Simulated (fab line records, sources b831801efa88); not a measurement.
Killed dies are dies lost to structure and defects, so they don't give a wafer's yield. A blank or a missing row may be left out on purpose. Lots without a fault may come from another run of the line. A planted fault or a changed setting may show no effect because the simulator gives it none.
Problem report in the 8D (eight disciplines) form, filled by code | flow sky130 | the parts of the form that need people (team, actions taken, sign-off) are left out

1. THE PROBLEM
chamber_pressure_mTorr at SKY_VIA3_STRIP_16 reads a mean of 1800.5 mTorr on 5 wafers of 3 lots; wafers without a fault read 1499.8 mTorr with a standard deviation of 1.3. That is +99 or more standard deviations from the usual mean.
The step: strips in O2/N2.
First seen on wafer L675.1, day 45 12:45, on plasma_asher-01. The record holds 19 wafers of 7 lots with a number at this step. Rule for "out", or "out of limits": more than 4 standard deviations from the usual mean. The other wafers with a number count as sound.

2. WHAT IT IS AND WHAT IT IS NOT
question                    | is                                     | is not
which readings at this step | chamber_pressure_mTorr                 | drypump_motor_current_A, oes_product_au
which lots                  | L675, L676, L677                       | L655, L657, L666, L668
which wafers of those lots  | L675.1, L675.4, L676.1, L677.2, L677.4 | L676.2, L676.3
read on which tools         | plasma_asher-01                        | plasma_asher-04
when                        | from day 45 12:45                      | up to then (12 sound wafers); but 2 sound wafers of L676 came after

3. SUSPECTS, AND WHAT RULES EACH OUT
Counting: a tool at a process step up to the reading stays a suspect if it ran every lot that is out. Sound lots after the first of them don't rule it out here, since some wafers of a struck lot are sound.
- plasma_asher-01 at SKY_VIA3_STRIP_16 (strips in O2/N2): kept. It ran every lot that is out, first L675 (day 45 12:45); its last sound lot up to then is L666 (day 43 04:21). Its own readings are out on those wafers: chamber_pressure_mTorr.
- Within plasma_asher-01 at SKY_VIA3_STRIP_16: the wafers that are out ran in chamber 1; their sound lot-mates ran in chamber 0.
Left after counting: plasma_asher-01 at SKY_VIA3_STRIP_16.

4. THE CAUSE (what the simulator had put in)
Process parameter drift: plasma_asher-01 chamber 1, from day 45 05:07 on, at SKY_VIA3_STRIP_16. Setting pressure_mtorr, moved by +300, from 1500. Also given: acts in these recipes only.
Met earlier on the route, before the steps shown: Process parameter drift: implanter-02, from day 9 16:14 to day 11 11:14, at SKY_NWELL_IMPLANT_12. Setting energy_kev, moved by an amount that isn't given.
Counting left only this tool.

5. THE CHAIN OF EFFECTS, in route order
Each row: a reading whose mean over the struck wafers that have a number lies more than 3 standard deviations from the usual. Only readings for which the record gives a usual standard deviation are gone through. hours: the time from each lot's start at the first step in this table that gives one to its start at this step, as a median over the lots. sigmas: the change in usual standard deviations.
hours | step              | reading                  | usual        | on struck wafers | change | sigmas
0     | SKY_VIA3_STRIP_16 | chamber_pressure_mTorr   | 1499.8 mTorr | 1800.5           | +300.7 | +99 or more
0     | SKY_VIA3_STRIP_16 | strip_time_to_endpoint_s | 4.14 s       | 3.98             | -0.16  | -4.3
The process steps in it:
- SKY_VIA3_STRIP_16: strips in O2/N2.

6. WHAT WOULD HAVE CAUGHT IT SOONER
In this record the first reading out of limits was taken at day 45 12:45, 8 hours after the fault began at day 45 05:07.
